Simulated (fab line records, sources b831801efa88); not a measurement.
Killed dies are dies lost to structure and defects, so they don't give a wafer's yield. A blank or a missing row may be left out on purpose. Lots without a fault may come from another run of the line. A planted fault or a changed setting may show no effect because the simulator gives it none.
Chamber matching | flow gf180mcu | GF_V3_CMP_04 on cmp-02: 4 sister chambers
The step polishes SiO2. 4 wafers are shown with their chamber, then 7 later ones without.

WAFERS WITH THEIR CHAMBER
wafer  | chamber | motor_current_A (A)
L341.6 | 2       | 12.3
L346.2 | 1       | 13.7
L347.1 | 3       | 11.7
L347.2 | 0       | 12.1

WAFERS WITHOUT THEIR CHAMBER
wafer  | motor_current_A (A)
L347.3 | 11.8
L349.2 | 11.7
L349.3 | 11.6
L349.4 | 11.8
L361.1 | 14.0
L361.2 | 12.6
L361.6 | 14.2

WHICH CHAMBER EACH WENT THROUGH
wafer  | from the rows above          | in truth
L347.3 | can't be placed: 3 or 0 or 2 | 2
L349.2 | can't be placed: 3 or 0      | 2
L349.3 | can't be placed: 3 or 0      | 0
L349.4 | can't be placed: 3 or 0 or 2 | 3
L361.1 | 1                            | 1
L361.2 | can't be placed: 2 or 0      | 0
L361.6 | 1                            | 1
Placed correctly: 2 of 7. Can't be placed from these rows: 5 (the true chamber is among the candidates in 4). Placed wrongly: 0.
How it was worked out, from the rows above alone: a wafer's distance from a chamber is the root of the sum, over the readings, of the square of ((its reading less the chamber's mean) divided by the reading's scatter). The wafer belongs to the nearest chamber; if the next one is less than 2 further off, it can't be placed. A chamber's mean is the mean of its shown wafers. The scatter: with one shown wafer a chamber, the root of the mean of the squares of how far each hidden wafer lies from its nearest shown one.
